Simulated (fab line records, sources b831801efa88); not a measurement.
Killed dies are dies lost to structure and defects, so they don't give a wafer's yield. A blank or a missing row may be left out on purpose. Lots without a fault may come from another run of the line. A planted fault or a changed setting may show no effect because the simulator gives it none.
fab line records | flow sky130
record lots=13 wafers=39 last_day=50
route steps=708 shown VIA2@510 CAPM@537 PAD_OPEN@708
lots that met no fault: from a run of the same line without faults
start_h: hours from the record's first day to the start of the lot's first wafer shown | wait_h: hours since the lot's step before | " the same as in the row above | L1.1+2: a row that stands for several wafers | - no value, or no start given | * or withheld: withheld | < > ~ a bound
route shown NAME@n: a module of which the file shows steps, and the number in the route of the first | usual: mean/standard deviation of fault-free wafers | same: alike in all rows | chamber/n: place in a boat | sites: the reading at each site | _std_site: their standard deviation | _edge_site: outer sites' mean less inner sites' | radius_mm: how far each site lies from the wafer's centre | mask NAME#n: copy n | behind: the tool/chamber that last shaped the wafer | hold: why the lot was held/for how many hours/how that ended | device: the transistor (n, p or np) that didn't switch | end of line: the same wafers' tests at the end of the route | a step without rows: its recipe alone | killed: dies lost to structure and defects at the first sort, not the wafer's yield | map: a wafer's dies, x killed, . not, _ none there
set.NAME: the setting as run; set.NAME@STEP: as run at that earlier step | model.NAME: the simulator's own value behind a step, which no gauge read
steps of the route over a sample of lots; a table a step, a row a wafer
services: from which hour (start_h, from the record's first day; less than 0 if before it) a tool's chamber was out of use, for how many hours, and why
## steps
# step SKY_VIA2_BOW_MEAS_03
# recipe mode=bow
# usual VIA2_BOW=86/7
# columns lot.wafer tool chamber start_h wait_h VIA2_BOW[um]
L749.1 film_metro-03 - 831.41 0.1 90
L749.3 " - " " 87
L749.5 " - " " 89
L748.1 film_metro-03 - 832.19 0.1 82
L748.2 " - " " 95
L748.4 " - " " 82
L751.1 film_metro-04 - 844.14 0.1 82
L751.3 " - " " 82
L751.6 " - " " 98
L752.1 film_metro-03 - 850.68 0.1 78
L752.4 " - " " 86
L752.5 " - " " 94
L753.1 film_metro-03 - 888.46 0.1 89
L753.4 " - " " 95
L753.6 " - " " 95
L755.1 film_metro-03 - 890.61 0.2 90
L755.4 " - " " 84
L755.5 " - " " 87
L754.3 film_metro-01 - 893.08 0.2 77
L754.4 " - " " 82
L754.5 " - " " 83
L764.3 film_metro-01 - 957.71 0.2 78
L764.4 " - " " 91
L764.5 " - " " 98
L763.1 film_metro-03 - 960.65 0.1 79
L763.2 " - " " 90
L763.4 " - " " 79
L766.2 film_metro-01 - 963.88 0.2 93
L766.3 " - " " 87
L766.4 " - " " 82
L768.2 film_metro-03 - 974.54 0.3 91
L768.3 " - " " 99
L768.5 " - " " 97
L770.4 film_metro-01 - 981.13 0.2 84
L770.5 " - " " 98
L770.6 " - " " 86
L769.2 film_metro-03 - 985.27 0.2 85
L769.3 " - " " 75
L769.5 " - " " 88
# step SKY_VIA2_RS_MEAS_22
# recipe thk_meas_gauge=four-point-probe reads=W_of_VIA2_CVD_21+TiN_of_VIA2_SPUTTER_20
# usual VIA2_W_RS=0.271/0.0031
# columns lot.wafer tool chamber start_h wait_h VIA2_W_RS[ohm/sq]
L749.1 film_metro-03 - 859.20 0.1 0.271
L749.3 " - " " 0.270
L749.5 " - " " 0.269
L748.1 film_metro-04 - 859.82 0.1 0.275
L748.2 " - " " 0.266
L748.4 " - " " 0.276
L751.1 film_metro-01 - 872.36 0.1 0.270
L751.3 " - " " 0.271
L751.6 " - " " 0.270
L752.1 film_metro-04 - 878.16 0.1 0.268
L752.4 " - " " 0.270
L752.5 " - " " 0.266
L753.1 film_metro-04 - 915.88 0.1 0.266
L753.4 " - " " 0.271
L753.6 " - " " 0.270
L755.1 film_metro-03 - 917.23 0.1 0.270
L755.4 " - " " 0.273
L755.5 " - " " 0.272
L754.3 film_metro-03 - 919.90 0.1 0.272
L754.4 " - " " 0.270
L754.5 " - " " 0.266
L764.3 film_metro-04 - 982.82 0.1 0.269
L764.4 " - " " 0.275
L764.5 " - " " 0.274
L763.1 film_metro-04 - 986.14 0.1 0.272
L763.2 " - " " 0.265
L763.4 " - " " 0.272
L766.2 film_metro-03 - 988.28 0.1 0.267
L766.3 " - " " 0.268
L766.4 " - " " 0.271
L768.2 film_metro-03 - 999.48 0.1 0.271
L768.3 " - " " 0.275
L768.5 " - " " 0.271
L770.4 film_metro-03 - 1005.70 0.1 0.275
L770.5 " - " " 0.278
L770.6 " - " " 0.270
L769.2 film_metro-01 - 1009.74 0.1 0.272
L769.3 " - " " 0.276
L769.5 " - " " 0.276
# step SKY_CAPM_CVD_00
# recipe material=SiO2 target_thk_nm=15.5 temp_c=400 time_s=withheld rf_w=450
# usual heater_power_w=707/110
# columns lot.wafer tool chamber start_h wait_h heater_power_w
L749.1 pecvd-02 2 859.83 0.0 707
L749.3 " 0 " " 749
L749.5 " 0 " " 747
L748.1 pecvd-02 1 860.54 0.0 585
L748.2 " 0 " " 782
L748.4 " 0 " " 765
L751.1 pecvd-03 1 873.00 0.0 450
L751.3 " 2 " " 651
L751.6 " 2 " " 654
L751.1 pecvd-03 1 873 - 464
L751.3 " 2 " " 663
L751.6 " 2 " " 655
L752.1 pecvd-03 0 878.80 0.0 681
L752.4 " 0 " " 685
L752.5 " 2 " " 534
L752.1 pecvd-03 0 878 - 684
L752.4 " 0 " " 679
L752.5 " 2 " " 567
L753.1 pecvd-03 0 916.52 0.0 760
L753.4 " 2 " " 606
L753.6 " 1 " " 544
L753.1 pecvd-03 0 916 - 792
L753.4 " 2 " " 588
L753.6 " 1 " " 541
L755.1 pecvd-01 2 917.87 0.0 686
L755.4 " 1 " " 697
L755.5 " 2 " " 656
L754.3 pecvd-02 1 920.49 0.0 601
L754.4 " 2 " " 786
L754.5 " 1 " " 585
L764.3 pecvd-03 2 983.42 0.0 540
L764.4 " 2 " " 523
L764.5 " 0 " " 781
L763.1 pecvd-02 1 986.77 0.0 641
L763.2 " 2 " " 815
L763.4 " 1 " " 636
L766.2 pecvd-01 0 988.90 0.0 845
L766.3 " 1 " " 747
L766.4 " 0 " " 852
L768.2 pecvd-01 1 1000.10 0.0 772
L768.3 " 0 " " 849
L768.5 " 2 " " 660
L770.4 pecvd-01 2 1006.29 0.0 799
L770.5 " 0 " " 881
L770.6 " 1 " " 809
L769.2 pecvd-03 0 1010.35 0.0 783
L769.3 " 0 " " 796
L769.5 " 0 " " 786
# step SKY_CAPM_THK_MEAS_01
# recipe reads=SiO2_of_CAPM_CVD_00
# usual CAPM_CVD_00_THK=15.47/0.19
# columns lot.wafer tool chamber start_h wait_h CAPM_CVD_00_THK[nm]
L749.1 film_metro-02 - 859.86 - 15.29
L749.3 " - " " 15.34
L749.5 " - " " 15.52
L748.1 film_metro-04 - 860.57 - 14.98
L748.2 " - " " 15.18
L748.4 " - " " 15.27
L751.1 film_metro-04 - 873.21 - 31.05
L751.3 " - " " 31.02
L751.6 " - " " 31.58
L752.1 film_metro-01 - 879.01 - 30.45
L752.4 " - " " 31.36
L752.5 " - " " 31.34
L753.1 film_metro-04 - 916.73 - 30.60
L753.4 " - " " 31.04
L753.6 " - " " 30.84
L755.1 film_metro-02 - 917.89 - 15.31
L755.4 " - " " 15.55
L755.5 " - " " 15.49
L754.3 film_metro-01 - 920.53 - 15.17
L754.4 " - " " 15.76
L754.5 " - " " 15.60
L764.3 film_metro-04 - 983.46 - 15.40
L764.4 " - " " 15.45
L764.5 " - " " 15.48
L763.1 film_metro-01 - 986.79 - 15.22
L763.2 " - " " 15.39
L763.4 " - " " 15.60
L766.2 film_metro-04 - 988.93 - 15.50
L766.3 " - " " 15.22
L766.4 " - " " 15.58
L768.2 film_metro-02 - 1000.13 - 15.37
L768.3 " - " " 15.36
L768.5 " - " " 15.65
L770.4 film_metro-04 - 1006.33 - 15.90
L770.5 " - " " 16.12
L770.6 " - " " 15.79
L769.2 film_metro-04 - 1010.39 - 15.24
L769.3 " - " " 15.32
L769.5 " - " " 15.50
# step SKY_CAPM_RS_MEAS_03
# recipe thk_meas_gauge=four-point-probe reads=TiN_of_CAPM_SPUTTER_02
# usual CAPM_TIN_RS=6.93/0.066
# columns lot.wafer tool chamber start_h wait_h CAPM_TIN_RS[ohm/sq]
L749.1 film_metro-04 - 860.03 0.1 6.93
L749.3 " - " " 6.90
L749.5 " - " " 6.94
L748.1 film_metro-02 - 860.74 0.1 6.91
L748.2 " - " " 6.88
L748.4 " - " " 6.96
L751.1 film_metro-01 - 873.38 0.1 6.99
L751.3 " - " " 7.00
L751.6 " - " " 6.97
L752.1 film_metro-02 - 879.18 0.1 6.80
L752.4 " - " " 6.85
L752.5 " - " " 6.90
L753.1 film_metro-02 - 916.90 0.1 6.90
L753.4 " - " " 6.89
L753.6 " - " " 6.89
L755.1 film_metro-01 - 918.06 0.1 7.05
L755.4 " - " " 7.10
L755.5 " - " " 7.08
L754.3 film_metro-02 - 920.72 0.1 6.99
L754.4 " - " " 6.99
L754.5 " - " " 6.95
L764.3 film_metro-02 - 983.65 0.1 7.06
L764.4 " - " " 7.01
L764.5 " - " " 7.01
L763.1 film_metro-04 - 986.96 0.1 6.91
L763.2 " - " " 6.83
L763.4 " - " " 6.83
L766.2 film_metro-01 - 989.11 0.1 6.87
L766.3 " - " " 6.90
L766.4 " - " " 6.89
L768.2 film_metro-02 - 1000.31 0.1 6.93
L768.3 " - " " 6.98
L768.5 " - " " 6.89
L770.4 film_metro-02 - 1006.53 0.1 6.89
L770.5 " - " " 6.98
L770.6 " - " " 6.96
L769.2 film_metro-02 - 1010.57 0.1 6.93
L769.3 " - " " 6.98
L769.5 " - " " 6.94
# step SKY_PAD_OPEN_PROBE_99
# usual defect_limited_yield=82.1/1.8 killed_at_M0_to_M3=44/6.2 killed_at_M4_up=3.3/1.8 killed_at_contacts=25/5.8 killed_at_front_end=15/4 killed_at_other=0.3/0.49 killed_dies=88/8.8 killed_open=48/6.5 killed_short=39/6.3
# same gross_dies=492 killed_at_back_side=0
# columns lot.wafer tool chamber start_h wait_h defect_limited_yield[%] killed_at_M0_to_M3 killed_at_M4_up killed_at_contacts killed_at_front_end killed_at_other killed_dies killed_open killed_short
L749.1 prober-02 - 1084.11 0.1 82.1 48 1 21 18 0 88 52 36
L749.3 prober-02 - 1084.21 0.2 80.7 48 2 30 15 0 95 53 42
L749.5 prober-02 - 1084.31 0.2 80.9 58 3 17 15 1 94 55 39
L748.1 prober-01 - 1085.61 0.1 80.9 45 5 31 13 0 94 57 37
L748.2 prober-01 - 1085.66 0.1 82.3 41 6 24 16 0 87 44 43
L748.4 prober-01 - 1085.76 0.2 81.1 39 4 37 13 0 93 50 42
L751.1 prober-01 - 1096.90 0.1 82.1 50 3 21 13 1 88 44 44
L751.3 prober-01 - 1097.00 0.2 83.3 39 3 26 14 0 82 48 34
L751.6 prober-01 - 1097.15 0.2 82.5 37 5 26 18 0 86 41 45
L752.1 prober-02 - 1101.43 0.1 83.1 36 1 29 16 1 83 41 42
L752.4 prober-02 - 1101.58 0.2 82.3 32 3 31 21 0 87 44 43
L752.5 prober-02 - 1101.63 0.2 82.5 46 5 24 10 1 86 49 37
L753.1 prober-01 - 1128.26 0.1 81.7 44 2 33 11 0 90 54 36
L753.4 prober-01 - 1128.41 0.2 82.5 38 3 28 16 1 86 50 36
L753.6 prober-01 - 1128.51 0.2 85.8 38 3 15 14 0 70 32 38
L755.1 prober-01 - 1129.48 0.1 83.1 39 6 22 16 0 83 57 26
L755.4 prober-01 - 1129.63 0.2 82.1 40 2 29 16 1 88 46 41
L755.5 prober-01 - 1129.68 0.2 83.3 51 3 17 11 0 82 47 35
L754.3 prober-02 - 1134.46 0.2 84.1 45 4 15 13 1 78 42 35
L754.4 prober-02 - 1134.51 0.2 78.9 51 2 31 18 2 104 52 52
L754.5 prober-02 - 1134.56 0.2 82.1 42 5 23 18 0 88 51 37
L764.3 prober-02 - 1182.77 0.2 80.9 49 3 22 19 1 94 60 32
L764.4 prober-02 - 1182.82 0.2 83.3 40 3 26 12 1 82 40 40
L764.5 prober-02 - 1182.87 0.2 81.7 45 3 22 20 0 90 52 37
L763.1 prober-01 - 1184.42 0.1 80.3 62 3 18 14 0 97 59 38
L763.2 prober-01 - 1184.47 0.1 81.9 47 3 20 19 0 89 52 36
L763.4 prober-01 - 1184.57 0.2 86.2 30 4 23 11 0 68 39 29
L766.2 prober-02 - 1185.97 0.1 82.3 40 4 24 19 0 87 53 34
L766.3 prober-02 - 1186.02 0.2 85.4 35 1 22 14 0 72 44 28
L766.4 prober-02 - 1186.07 0.2 82.3 48 3 25 11 0 87 50 37
L768.2 prober-02 - 1193.81 0.1 84.3 35 1 23 18 0 77 34 43
L768.3 prober-02 - 1193.86 0.2 80.3 49 2 27 19 0 97 47 50
L768.5 prober-02 - 1193.96 0.2 84.8 38 3 21 12 1 75 40 35
L770.4 prober-02 - 1200.02 0.2 77.8 47 2 42 18 0 109 46 63
L770.5 prober-02 - 1200.07 0.2 81.1 47 3 20 22 1 93 56 37
L770.6 prober-02 - 1200.12 0.2 80.7 46 5 27 17 0 95 55 40
L769.2 prober-01 - 1201.62 0.1 82.7 40 3 27 15 0 85 44 40
L769.3 prober-01 - 1201.67 0.2 82.9 47 4 23 10 0 84 50 34
L769.5 prober-01 - 1201.77 0.2 81.5 45 3 26 17 0 91 58 32
# killed by level:class
L749.1 VIA1:geometric_particle:open=18 CONTACT:geometric_particle:open=9 LI_CONTACT:geometric_particle:open=7 VIA1:geometric_particle:short=7 POLY_GATE:geometric_particle:short=6 METAL1:geometric_particle:short=5 FIELD_ISO:geometric_particle:short=4 POLY_GATE:geometric_particle:open=4
L749.3 CONTACT:geometric_particle:open=13 VIA1:geometric_particle:open=10 LI_CONTACT:geometric_particle:open=7 VIA2:geometric_particle:open=7 VIA3:geometric_particle:open=6 VIA1:geometric_particle:short=5 VIA2:geometric_particle:short=5 METAL2:geometric_particle:short=5
L749.5 VIA1:geometric_particle:open=16 LI_CONTACT:geometric_particle:open=10 VIA3:geometric_particle:open=7 VIA1:geometric_particle:short=6 POLY_GATE:geometric_particle:open=5 METAL2:geometric_particle:short=5 METAL1:geometric_particle:short=5 VIA2:geometric_particle:open=5
L748.1 CONTACT:geometric_particle:open=11 VIA1:geometric_particle:open=11 VIA3:geometric_particle:open=11 LI_CONTACT:geometric_particle:open=8 CONTACT:geometric_particle:short=6 POLY_GATE:geometric_particle:open=5 VIA2:geometric_particle:open=5 METAL4:geometric_particle:short=5
L748.2 VIA1:geometric_particle:open=11 CONTACT:geometric_particle:open=8 LI_CONTACT:geometric_particle:open=7 POLY_GATE:geometric_particle:short=6 CONTACT:geometric_particle:short=6 VIA3:geometric_particle:open=6 METAL4:geometric_particle:short=5 METAL1:geometric_particle:short=5
L748.4 LI_CONTACT:geometric_particle:open=13 CONTACT:geometric_particle:open=11 METAL2:geometric_particle:short=7 LOCAL_INTERCONNECT:geometric_particle:short=6 VIA1:geometric_particle:open=6 VIA3:geometric_particle:open=6 CONTACT:geometric_particle:short=5 POLY_GATE:geometric_particle:short=4
L751.1 METAL1:geometric_particle:short=10 CONTACT:geometric_particle:open=8 VIA1:geometric_particle:open=8 VIA1:geometric_particle:short=6 VIA3:geometric_particle:open=6 METAL2:geometric_particle:short=5 FIELD_ISO:geometric_particle:open=4 CONTACT:geometric_particle:short=4
L751.3 VIA1:geometric_particle:open=10 CONTACT:geometric_particle:open=9 VIA2:geometric_particle:open=8 LI_CONTACT:geometric_particle:open=7 VIA2:geometric_particle:short=5 POLY_GATE:geometric_particle:open=4 LOCAL_INTERCONNECT:geometric_particle:short=4 CONTACT:geometric_particle:short=4
L751.6 LOCAL_INTERCONNECT:geometric_particle:short=8 VIA1:geometric_particle:open=7 VIA2:geometric_particle:open=7 POLY_GATE:geometric_particle:open=6 CONTACT:geometric_particle:open=6 FIELD_ISO:geometric_particle:short=5 LI_CONTACT:geometric_particle:short=5 METAL2:geometric_particle:short=5
L752.1 CONTACT:geometric_particle:open=11 METAL2:geometric_particle:short=8 VIA3:geometric_particle:open=8 FIELD_ISO:geometric_particle:short=5 POLY_GATE:geometric_particle:open=5 LI_CONTACT:geometric_particle:open=5 CONTACT:geometric_particle:short=5 LOCAL_INTERCONNECT:geometric_particle:short=4
L752.4 CONTACT:geometric_particle:open=9 LI_CONTACT:geometric_particle:open=8 CONTACT:geometric_particle:short=7 VIA1:geometric_particle:open=7 FIELD_ISO:geometric_particle:short=6 METAL2:geometric_particle:short=6 METAL1:geometric_particle:short=6 FIELD_ISO:geometric_particle:open=5
L752.5 CONTACT:geometric_particle:open=11 METAL2:geometric_particle:short=9 VIA3:geometric_particle:open=8 VIA2:geometric_particle:open=7 VIA1:geometric_particle:open=6 LI_CONTACT:geometric_particle:open=5 VIA1:geometric_particle:short=4 VIA3:geometric_particle:short=4
L753.1 CONTACT:geometric_particle:open=16 VIA1:geometric_particle:open=11 VIA1:geometric_particle:short=7 VIA2:geometric_particle:open=7 CONTACT:geometric_particle:short=6 VIA3:geometric_particle:open=5 FIELD_ISO:geometric_particle:open=4 LOCAL_INTERCONNECT:geometric_particle:short=4
L753.4 CONTACT:geometric_particle:open=14 POLY_GATE:geometric_particle:open=7 VIA3:geometric_particle:open=7 VIA1:geometric_particle:open=6 LI_CONTACT:geometric_particle:open=6 POLY_GATE:geometric_particle:short=4 VIA1:geometric_particle:short=4 METAL3:geometric_particle:short=4
L753.6 VIA1:geometric_particle:open=8 LOCAL_INTERCONNECT:geometric_particle:short=6 VIA2:geometric_particle:open=6 METAL1:geometric_particle:short=5 CONTACT:geometric_particle:open=5 METAL2:geometric_particle:short=5 VIA1:geometric_particle:short=5 POLY_GATE:geometric_particle:open=4
L755.1 CONTACT:geometric_particle:open=14 VIA1:geometric_particle:open=14 LI_CONTACT:geometric_particle:open=6 VIA1:geometric_particle:short=6 VIA2:geometric_particle:open=5 VIA3:geometric_particle:open=5 FIELD_ISO:geometric_particle:open=4 SPACER:geometric_particle:short=4
L755.4 CONTACT:geometric_particle:open=11 VIA1:geometric_particle:open=10 VIA1:geometric_particle:short=9 POLY_GATE:geometric_particle:open=8 CONTACT:geometric_particle:short=7 POLY_GATE:geometric_particle:short=5 LOCAL_INTERCONNECT:geometric_particle:short=5 VIA3:geometric_particle:open=5
L755.5 VIA1:geometric_particle:open=12 VIA2:geometric_particle:open=10 CONTACT:geometric_particle:open=6 FIELD_ISO:geometric_particle:open=5 CONTACT:geometric_particle:short=5 METAL1:geometric_particle:short=5 VIA1:geometric_particle:short=4 METAL1:geometric_particle:open=4
L754.3 VIA2:geometric_particle:open=11 VIA1:geometric_particle:open=9 VIA3:geometric_particle:open=7 CONTACT:geometric_particle:short=5 CONTACT:geometric_particle:open=4 METAL3:geometric_particle:short=4 METAL4:geometric_particle:short=4 LI_CONTACT:geometric_particle:open=3
L754.4 CONTACT:geometric_particle:open=11 VIA2:geometric_particle:open=11 METAL1:geometric_particle:short=10 LI_CONTACT:geometric_particle:open=8 VIA1:geometric_particle:open=8 FIELD_ISO:geometric_particle:short=6 CONTACT:geometric_particle:short=6 POLY_GATE:geometric_particle:short=5
L754.5 VIA1:geometric_particle:open=11 CONTACT:geometric_particle:open=8 VIA2:geometric_particle:open=8 METAL1:geometric_particle:short=6 VIA1:geometric_particle:short=6 FIELD_ISO:geometric_particle:open=5 LI_CONTACT:geometric_particle:open=5 VIA3:geometric_particle:open=5
L764.3 VIA1:geometric_particle:open=13 LI_CONTACT:geometric_particle:open=8 VIA3:geometric_particle:open=8 CONTACT:geometric_particle:open=7 VIA2:geometric_particle:open=7 METAL1:geometric_particle:open=5 FIELD_ISO:geometric_particle:open=4 FIELD_ISO:geometric_particle:short=4
L764.4 VIA1:geometric_particle:open=10 CONTACT:geometric_particle:open=8 LI_CONTACT:geometric_particle:open=7 METAL2:geometric_particle:short=6 LOCAL_INTERCONNECT:geometric_particle:short=5 METAL3:geometric_particle:short=5 VIA3:geometric_particle:open=5 FIELD_ISO:geometric_particle:open=4
L764.5 VIA1:geometric_particle:open=12 VIA2:geometric_particle:open=8 CONTACT:geometric_particle:open=8 CONTACT:geometric_particle:short=7 POLY_GATE:geometric_particle:short=6 POLY_GATE:geometric_particle:open=5 LI_CONTACT:geometric_particle:open=5 METAL1:geometric_particle:short=5
L763.1 VIA1:geometric_particle:open=20 CONTACT:geometric_particle:open=9 VIA3:geometric_particle:open=8 VIA2:geometric_particle:open=7 METAL1:geometric_particle:short=7 VIA1:geometric_particle:short=6 METAL2:geometric_particle:short=4 FIELD_ISO:geometric_particle:short=3
L763.2 LI_CONTACT:geometric_particle:open=9 VIA2:geometric_particle:open=8 VIA1:geometric_particle:open=8 CONTACT:geometric_particle:open=7 VIA3:geometric_particle:open=7 METAL1:geometric_particle:short=6 POLY_GATE:geometric_particle:short=4 SPACER:geometric_particle:open=4
L763.4 LI_CONTACT:geometric_particle:open=7 CONTACT:geometric_particle:open=7 VIA1:geometric_particle:open=7 CONTACT:geometric_particle:short=6 VIA1:geometric_particle:short=5 VIA2:geometric_particle:open=5 VIA3:geometric_particle:open=4 FIELD_ISO:geometric_particle:short=3
L766.2 CONTACT:geometric_particle:open=12 VIA1:geometric_particle:open=11 FIELD_ISO:geometric_particle:open=8 VIA3:geometric_particle:open=7 LI_CONTACT:geometric_particle:open=7 FIELD_ISO:geometric_particle:short=5 CONTACT:geometric_particle:short=4 METAL1:geometric_particle:short=4
L766.3 CONTACT:geometric_particle:open=10 VIA2:geometric_particle:open=7 VIA1:geometric_particle:open=6 LI_CONTACT:geometric_particle:open=6 FIELD_ISO:geometric_particle:open=5 METAL2:geometric_particle:short=5 VIA3:geometric_particle:open=5 VIA3:geometric_particle:short=4
L766.4 VIA1:geometric_particle:open=10 VIA2:geometric_particle:open=9 VIA3:geometric_particle:open=8 CONTACT:geometric_particle:open=8 METAL1:geometric_particle:short=8 CONTACT:geometric_particle:short=7 POLY_GATE:geometric_particle:open=5 LI_CONTACT:geometric_particle:open=4
L768.2 VIA1:geometric_particle:open=8 LI_CONTACT:geometric_particle:open=7 VIA1:geometric_particle:short=7 FIELD_ISO:geometric_particle:short=5 LI_CONTACT:geometric_particle:short=5 CONTACT:geometric_particle:open=5 METAL1:geometric_particle:short=5 METAL2:geometric_particle:short=5
L768.3 VIA1:geometric_particle:short=8 LI_CONTACT:geometric_particle:open=7 VIA1:geometric_particle:open=7 VIA2:geometric_particle:open=7 FIELD_ISO:geometric_particle:open=6 VIA3:geometric_particle:open=6 CONTACT:geometric_particle:open=5 LOCAL_INTERCONNECT:geometric_particle:short=5
L768.5 VIA1:geometric_particle:open=9 CONTACT:geometric_particle:open=8 LI_CONTACT:geometric_particle:open=7 VIA2:geometric_particle:open=5 VIA3:geometric_particle:short=5 VIA3:geometric_particle:open=5 POLY_GATE:geometric_particle:short=4 CONTACT:geometric_particle:short=4
L770.4 CONTACT:geometric_particle:short=11 CONTACT:geometric_particle:open=10 LOCAL_INTERCONNECT:geometric_particle:short=10 VIA1:geometric_particle:open=10 VIA1:geometric_particle:short=9 VIA2:geometric_particle:open=8 POLY_GATE:geometric_particle:short=7 FIELD_ISO:geometric_particle:short=5
L770.5 VIA1:geometric_particle:open=16 CONTACT:geometric_particle:open=9 METAL2:geometric_particle:short=8 POLY_GATE:geometric_particle:open=6 POLY_GATE:geometric_particle:short=5 LI_CONTACT:geometric_particle:open=5 VIA3:geometric_particle:open=5 FIELD_ISO:geometric_particle:short=4
L770.6 CONTACT:geometric_particle:open=11 VIA2:geometric_particle:open=9 VIA1:geometric_particle:open=9 LOCAL_INTERCONNECT:geometric_particle:short=7 LI_CONTACT:geometric_particle:open=6 VIA3:geometric_particle:open=6 VIA1:geometric_particle:short=5 POLY_GATE:geometric_particle:short=4
L769.2 LI_CONTACT:geometric_particle:open=10 VIA3:geometric_particle:short=7 VIA3:geometric_particle:open=7 CONTACT:geometric_particle:open=6 VIA1:geometric_particle:open=6 VIA2:geometric_particle:open=6 FIELD_ISO:geometric_particle:short=5 FIELD_ISO:geometric_particle:open=4
L769.3 VIA1:geometric_particle:open=12 LI_CONTACT:geometric_particle:open=9 CONTACT:geometric_particle:open=8 VIA1:geometric_particle:short=7 VIA2:geometric_particle:open=7 METAL2:geometric_particle:short=5 VIA3:geometric_particle:short=4 POLY_GATE:geometric_particle:short=3
L769.5 VIA1:geometric_particle:open=15 CONTACT:geometric_particle:open=13 VIA2:geometric_particle:open=7 LI_CONTACT:geometric_particle:open=5 METAL3:geometric_particle:short=4 VIA3:geometric_particle:open=4 FIELD_ISO:geometric_particle:open=3 POLY_GATE:geometric_particle:open=3
## services
# columns tool chamber start_h hours kind
pecvd-01 1 840.08 5.5 scheduled_down
pecvd-02 0 843.24 5.5 scheduled_down
pecvd-03 - 844.69 28.1 pm
pecvd-01 1 845.54 - clean
pecvd-01 1 845.54 - consumable_replace:showerhead
pecvd-01 1 845.54 29.0 scheduled_down
pecvd-01 1 845.54 29.0 vent_cycle
pecvd-01 - 873.54 0.4 repair
pecvd-03 0 890.32 14.7 repair
pecvd-02 2 892.70 5.0 scheduled_down
pecvd-03 0 905.00 5.5 scheduled_down
pecvd-02 1 905.58 5.5 scheduled_down
pecvd-01 2 948.45 9.8 repair
pecvd-02 2 951.64 25.8 repair
pecvd-01 - 955.76 14.6 pm
pecvd-02 - 965.75 5.5 pm
pecvd-03 2 966.89 16.5 scheduled_down
pecvd-01 1 977.17 6.0 repair
pecvd-01 - 992.96 1.0 repair
pecvd-03 1 1004.86 2.1 scheduled_down
pecvd-03 1 1006.99 - clean
pecvd-03 1 1006.99 - consumable_replace:showerhead
pecvd-03 1 1006.99 29.0 scheduled_down
pecvd-03 1 1006.99 29.0 vent_cycle
## key
first_sign step=SKY_CAPM_CVD_00 reading=visit direction=added
effect step=SKY_CAPM_THK_MEAS_01 reading=CAPM_CVD_00_THK direction=up sigmas=80 usual=15.47 struck=31.03
met_at SKY_CAPM_CVD_00
struck_lots L751,L752,L753
not_acting_at SKY_VIA2_BOW_MEAS_03,SKY_VIA2_RS_MEAS_22,SKY_CAPM_RS_MEAS_03
fault kind=repeated_step_whole tool=pecvd-01,pecvd-02,pecvd-03 chamber=- onset_h=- steps=SKY_CAPM_CVD_00 times=1 scope=struck_lots_only
